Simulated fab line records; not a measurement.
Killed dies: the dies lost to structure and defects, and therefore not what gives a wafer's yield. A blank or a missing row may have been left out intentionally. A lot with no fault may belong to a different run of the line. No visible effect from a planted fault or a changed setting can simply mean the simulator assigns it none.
Which tool was responsible? -- flow sky130 -- 30 wafers from 10 lots sampled at 2 of the route's 708 steps

== WHAT THE GAUGES SHOWED, per wafer ==
SKY_LOCAL_INTERCONNECT_OVL_MEAS_12. Usual: LOCAL_INTERCONNECT_OVL gives -4 nm (standard deviation 4.4).
lot,measured,on,LOCAL_INTERCONNECT_OVL (nm),flag
L964,day 29 16:06,overlay-02,-5 -13 -7,
L965,day 30 18:21,overlay-01,-1 1 1,
L966,day 31 14:01,overlay-02,-7 -3 2,
L968,day 31 17:20,overlay-01,-2 -3 -3,
L976,day 35 15:00,overlay-02,-6 -8 0,
L975,day 35 15:39,overlay-01,-9 -1 -1,
L981,day 35 21:23,overlay-02,-4 -8 -7,
L984,day 37 00:30,overlay-01,-6 -7 -5,
L986,day 37 08:51,overlay-02,-8 -4 3,
L987,day 37 23:02,overlay-02,2 -7 -4,

== TOOL THAT RAN EACH LOT (tool first, then ch and the chambers of the sampled wafers, then the start) ==
lot,SKY_SD_P_STRIP_10
L964,"plasma_asher-04 ch 0,1, day 24 17:05"
L965,"plasma_asher-01 ch 0,1, day 25 20:28"
L966,"plasma_asher-01 ch 0,1, day 26 17:34"
L968,"plasma_asher-02 ch 0,1, day 26 19:10"
L976,"plasma_asher-02 ch 0,1, day 30 23:32"
L975,"plasma_asher-02 ch 0,1, day 31 00:41"
L981,"plasma_asher-02 ch 0,1, day 31 06:59"
L984,"plasma_asher-01 ch 0,1, day 32 10:08"
L986,"plasma_asher-02 ch 1, day 32 20:29"
L987,"plasma_asher-04 ch 0,1, day 33 10:35"
- SKY_SD_P_STRIP_10: strips in O2/N2.

== WHAT THE TOOLS THEMSELVES READ (means of the sampled wafers that have a number; where no wafer has one, the mark that the record gives instead) ==
SKY_SD_P_STRIP_10. Usual: chamber_pressure_mTorr 1499.9 mTorr, standard deviation 1.3; drypump_motor_current_A 5.5 A, standard deviation 0.46; oes_product_au 0.616 a.u., standard deviation 0.0044; strip_time_to_endpoint_s 17.56 s, standard deviation 0.039.
lot,tool,chamber_pressure_mTorr (mTorr),drypump_motor_current_A (A),oes_product_au (a.u.),strip_time_to_endpoint_s (s),flag
L964,plasma_asher-04,1498.7,6.1,0.618,17.56,
L965,plasma_asher-01,1499.0,5.2,0.618,17.52,
L966,plasma_asher-01,1501.1,5.2,0.615,17.57,
L968,plasma_asher-02,1499.8,5.2,0.615,17.56,
L976,plasma_asher-02,1498.5,5.3,0.617,17.59,
L975,plasma_asher-02,1499.5,5.3,0.620,17.57,
L981,plasma_asher-02,1500.5,5.2,0.620,17.59,
L984,plasma_asher-01,1499.6,5.2,0.611,17.55,
L986,plasma_asher-02,1499.2,5.4,0.615,17.57,
L987,plasma_asher-04,1499.0,6.1,0.613,17.50,

== THE ANSWER, worked out from the rows above alone ==
Rule: a lot is off if the mean of its wafers that have a number lies more than 3 standard deviations from the usual mean. Also off: a lot with no number at a reading for which 4 or more lots have one. The other lots that the step has rows for count as sound. After the gauges, taken in route order, come the tools' own readings; for these a lot's mean is taken, as printed above. The first step at which some lot is off is used, and at that step the reading that is off furthest; a lot without a number counts as furthest.
Nothing can be told from this: no lot is off at any reading shown.

== WHAT WAS PUT IN BY THE SIMULATOR ==
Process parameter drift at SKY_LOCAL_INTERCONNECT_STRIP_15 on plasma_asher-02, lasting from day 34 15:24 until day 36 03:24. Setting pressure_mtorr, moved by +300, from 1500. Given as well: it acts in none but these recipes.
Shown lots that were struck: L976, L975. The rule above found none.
